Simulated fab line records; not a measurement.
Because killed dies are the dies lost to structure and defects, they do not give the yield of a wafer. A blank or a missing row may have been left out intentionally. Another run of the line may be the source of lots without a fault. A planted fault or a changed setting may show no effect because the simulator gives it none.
Comparing a struck lot with a sound one / flow sky130 / 44 out of 708 route steps
Sound: the wafers L339.2, L339.4, L339.6. The struck wafers were L330.2, L330.3, L330.4. Last of all comes the cause.
Order at every step that has rows: each side's tool, ch and its chambers, its first start. Under that, the readings that differ: sound wafers / struck wafers / difference of the means / sigmas: that difference in standard deviations of wafers without a fault.
alike: readings whose means differ by less than 2 such deviations, and words and numbers that are the same on both sides. not compared: withheld readings, readings that some wafer has no value for, bounds like >300 that may hide the same value, and numbers for which the record gives no deviation and whose values overlap.
Wherever a step has rows on one side only, a row that says differs or no value, or a row with sigmas, the two part there. Non-overlapping numbers with no deviation appear without sigmas and do not part them. Lack of a reading on every wafer of one side parts them only where that side has two or more wafers.

first, 2 steps without rows for these wafers: SKY_VIA2_SPUTTER_20 (material TiN, target thk 20 nm, time 80 s); SKY_VIA2_CVD_21 (deposits W, target thk 420 nm, time 126.4 s).
SKY_VIA2_RS_MEAS_22: the measuring method here is four-point-probe.
  sound on film metro-03 at day 40 17:42; struck on film metro-02 at day 39 03:41
  alike: VIA2_W_RS
SKY_VIA2_THK_MEAS_23: measures by xrf.
  sound on film metro-03 at day 40 17:49; struck on film metro-02 at day 39 03:47
reading=VIA2_W_THK (nm); sound=416 413 409; struck=422 427 427; difference=+13; sigmas=+2
then, 1 step without rows for these wafers: SKY_VIA2_CMP_24 (polishes, stops on SiO2, t overpolish 20 s, target thk 0 nm).
SKY_METAL3_SPUTTER_00: material Ti, target thk 15 nm, time 10 s.
  sound on pvd sputter-02 at day 40 18:10; struck on pvd sputter-03 at day 39 04:11
  alike: throttle valve pct
then, 1 step without rows for these wafers: SKY_METAL3_SPUTTER_01 (material TiN, target thk 20 nm, time 16.7 s).
SKY_METAL3_SPUTTER_02: material AlCu, target thk 735 nm, time 39.1 s.
  sound on pvd sputter-02 at day 40 18:13; struck on pvd sputter-03 at day 39 04:14
  alike: throttle valve pct
SKY_METAL3_SPUTTER_03: material Ti, target thk 5 nm, time 3.3 s.
  sound on pvd sputter-02 at day 40 18:15; struck on pvd sputter-03 at day 39 04:17
  alike: throttle valve pct
SKY_METAL3_SPUTTER_04: material TiN, target thk 70 nm, time 58.3 s.
  sound on pvd sputter-02 at day 40 18:16; struck on pvd sputter-03 at day 39 04:17
  alike: throttle valve pct
then, 1 step without rows for these wafers: SKY_CAPM_CVD_00 (deposits SiO2, target thk 15.5 nm).
SKY_CAPM_THK_MEAS_01:
  sound on film metro-02 at day 40 18:22; struck on film metro-04 at day 39 04:23
  alike: CAPM_CVD_00_THK
SKY_CAPM_SPUTTER_02: material TiN, target thk 200 nm, time 166.7 s.
  sound on pvd sputter-01 at day 40 18:25; struck on pvd sputter-04 at day 39 04:26
reading=model.TiN_of_CAPM_SPUTTER_02.thk nm (nm); sound=201.2 200.2 200.9; struck=211.7 213.1 213.3; difference=+11.9; sigmas=
  alike: throttle valve pct
SKY_CAPM_RS_MEAS_03: the measuring method here is four-point-probe.
  sound on film metro-03 at day 40 18:32; struck on film metro-03 at day 39 04:33
reading=CAPM_TIN_RS (ohm/sq); sound=6.90 6.92 6.89; struck=6.55 6.49 6.48; difference=-0.40; sigmas=-5
SKY_CAPM_THK_MEAS_04: measures by xrf.
  sound on film metro-03 at day 40 18:39; struck on film metro-03 at day 39 04:40
reading=CAPM_TIN_THK (nm); sound=201.1 200.1 200.7; struck=212.7 213.7 213.3; difference=+12.6; sigmas=+5
then, 7 steps without rows for these wafers: SKY_CAPM_DEHYDRATE_05 (time 60 s); SKY_CAPM_HMDS_06 (prime time 60 s); SKY_CAPM_COAT_07 (resist thk 1140 nm); SKY_CAPM_SOFTBAKE_08 (time 60 s); SKY_CAPM_EXPOSE_09 (exposes mask CAPM, target cd 1000 nm); SKY_CAPM_PEB_10; SKY_CAPM_DEVELOP_11 (develop time 60 s).
SKY_CAPM_OVL_MEAS_12:
  sound on overlay-02 at day 41 17:49; struck on overlay-02 at day 40 04:55
  alike: CAPM_OVL
SKY_CAPM_METAL_ETCH_13: etches TiN in Cl2/BCl3, stops on SiO2, target depth 220 nm, time 62.9 s.
  sound on rie metal-02 ch 1, day 41 17:51; struck on rie metal-01 ch 0,1, day 40 04:57
reading=drypump motor current A (A); sound=6.7 6.7 6.6; struck=5.4 6.4 5.5; difference=-0.9; sigmas=-2
reading=oes product au (a.u.); sound=0.949 0.945 0.946; struck=0.968 0.973 0.981; difference=+0.027; sigmas=+4
reading=throttle valve pct (%); sound=21.901 21.904 21.911; struck=21.877 21.883 21.880; difference=-0.025; sigmas=-3
  alike: bcl3 flow sccm, he backside leak sccm
  not compared: rf hours counter h
then, 12 steps without rows for these wafers: SKY_CAPM_STRIP_14 (strips in O2/N2); SKY_CAPM_STRIP_15 (strips in post etch residue remover, time 1200 s); SKY_CAPM_CLEAN_16 (cleans in IPA, time 180 s); SKY_CAPM_CLEAN_17 (cleans in O3/DIW); SKY_METAL3_DEHYDRATE_05 (time 60 s); SKY_METAL3_HMDS_06 (prime time 60 s); SKY_METAL3_COAT_07 (resist thk 60 nm); SKY_METAL3_COAT_08 (resist thk 1140 nm); SKY_METAL3_SOFTBAKE_09 (time 90 s); SKY_METAL3_EXPOSE_10 (exposes mask MM3, target cd 300 nm); SKY_METAL3_PEB_11; SKY_METAL3_DEVELOP_12 (develop time 60 s).
SKY_METAL3_CD_MEAS_13: the cd target is 300 nm.
  sound on cd sem-01 at day 42 18:29; struck on cd sem-01 at day 41 05:35
  alike: cd nm
SKY_METAL3_OVL_MEAS_14:
  sound on overlay-02 at day 42 18:36; struck on overlay-01 at day 41 05:42
  alike: METAL3_OVL
then, 3 steps without rows for these wafers: SKY_METAL3_DESCUM_15 (chemistry O2, time 8 s); SKY_METAL3_ETCH_16 (etches BARC in N2/H2, stops on SiO2, time 88.2 s, target depth 60 nm); SKY_METAL3_ETCH_17 (etches SiO2 in C4F8/O2/Ar, stops on TiN, time 3.9 s, target depth 15 nm).
SKY_METAL3_METAL_ETCH_18: etches the open film in Cl2/BCl3, stops on SiO2, target depth 845 nm, time 183.1 s.
  sound on rie metal-01 ch 0,1, day 42 18:47; struck on rie metal-04 ch 0,1, day 41 05:53
  alike: bcl3 flow sccm, drypump motor current A, he backside leak sccm, oes product au, throttle valve pct
  not compared: rf hours counter h
SKY_METAL3_STRIP_20: strips in post etch residue remover, time 1200 s.
  sound on wet bench-04 ch 0, day 42 19:04; struck on wet bench-01 ch 0, day 41 06:10
reading=model.TiN_of_CAPM_SPUTTER_02.thk nm (nm); sound=200.4 199.4 200; struck=210.9 212.3 212.4; difference=+11.9; sigmas=
-- the record jumps here: 7 days lie between the struck wafers' starts before and after (it left off in module METAL3 and takes up again in module PAD_OPEN, whose first step shown is number 708 of the route) --
SKY_PAD_OPEN_PROBE_99:
  sound on prober-02 at day 49 06:05; struck on prober-01 at day 48 02:38
reading=model.etest.cap mim.plate ohm sq; sound=5.978 5.931 5.922; struck=5.695 5.615 5.604; difference=-0.306; sigmas=
  alike: defect limited yield, killed_at_M0_to_M3, killed_at_M4_up, killed at contacts, killed at front end, killed at other, killed dies, killed open, killed short, sort_bin_3_pad_short, sort_bin_5_function, sort_bin_6_memory, sort n pass, sort yield pct

WHERE THEY PART
First at SKY_VIA2_THK_MEAS_23; last, within this record, at SKY_CAPM_METAL_ETCH_13. Later steps at which nothing parts them and some readings are alike: SKY_METAL3_CD_MEAS_13, SKY_METAL3_OVL_MEAS_14, SKY_METAL3_METAL_ETCH_18, SKY_PAD_OPEN_PROBE_99.

WHY: whatever the simulator had introduced
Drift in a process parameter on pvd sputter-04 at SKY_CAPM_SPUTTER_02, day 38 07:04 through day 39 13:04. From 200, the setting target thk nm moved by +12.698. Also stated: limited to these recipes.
